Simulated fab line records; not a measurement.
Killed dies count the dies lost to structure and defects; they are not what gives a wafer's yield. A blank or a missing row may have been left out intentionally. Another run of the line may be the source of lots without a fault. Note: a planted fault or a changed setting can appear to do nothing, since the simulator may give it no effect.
The tool behind it: which one? ; flow sky130 ; at 1 step of a route of 708, 24 lots with 72 wafers sampled

## WHAT THE GAUGES SHOWED, per wafer
SKY_METAL1_CD_MEAS_15: the cd target is 140 nm.
lot;measured;on;cd nm (nm)
L074;day 32 03:23;cd sem-02;139.8 139.3 139.3
L075;day 32 10:50;cd sem-01;140.7 140.0 141.7
L076;day 33 05:08;cd sem-01;139.4 141.6 141.4
L077;day 33 17:34;cd sem-02;143.0 141.7 142.7
L078;day 34 01:54;cd sem-02;139.0 140.3 140.0
L079;day 34 04:32;cd sem-02;140.7 140.2 141.2
L080;day 34 18:39;cd sem-02;139.0 139.4 139.0
L081;day 35 02:30;cd sem-01;138.7 139.4 140.1
L082;day 35 04:35;cd sem-01;138.9 138.5 138.6
L083;day 35 12:44;cd sem-02;143.3 142.7 141.1
L084;day 35 22:56;cd sem-02;140.6 142.0 141.6
L086;day 36 04:26;cd sem-01;140.2 139.0 141.1
L085;day 36 05:45;cd sem-01;140.3 139.9 138.8
L087;day 36 18:20;cd sem-02;141.8 140.9 141.8
L088;day 36 19:25;cd sem-02;142.7 141.7 141.8
L089;day 37 08:36;cd sem-01;141.4 142.4 140.5
L090;day 37 19:23;cd sem-01;139.2 141.1 140.3
L091;day 37 20:46;cd sem-01;138.7 139.7 137.6
L093;day 39 21:07;cd sem-02;139.9 139.2 139.1
L094;day 39 22:18;cd sem-02;142.1 142.6 143.1
L092;day 39 22:40;cd sem-01;140.8 138.8 139.8
L095;day 39 23:50;cd sem-01;138.9 138.8 138.3
L096;day 40 01:49;cd sem-01;138.8 138.0 137.6
L097;day 40 07:09;cd sem-01;141.0 139.7 140.2

## WHICH TOOL RAN EACH LOT (tool, then ch and the chambers of the sampled wafers, then the start)
Before these readings, the record contains no process step.

## AS READ BY THE TOOLS THEMSELVES (means over the sampled wafers that have a number; for cases with no such wafer, the mark the record gives instead)
The record holds no such reading with a usual standard deviation.

## THE ANSWER, worked out from the rows above alone
Rule: usual is defined by the lots themselves. The widest of any qualifying gaps counts: lots, ordered by their means at a reading, are off when they make up no more than a third of the lots, leave a main group of 4 or more, and stand apart from it by 3 or more times the standard deviation of that group's means. A main group is skipped when, at the precision printed for the reading in the tables above, its means are all equal. Also off: a lot with no number at a reading for which 4 or more lots have one. The other lots that the step has rows for count as sound. Order of review: gauges by route order, followed by the tools' own readings, for which a lot's mean as printed above is used. The first step at which some lot is off is used, and at that step the reading that is off furthest; a lot without a number counts as furthest.
No lot is off on any of the readings shown, so nothing can be concluded from this.

## WHAT THE SIMULATOR HAD INSERTED
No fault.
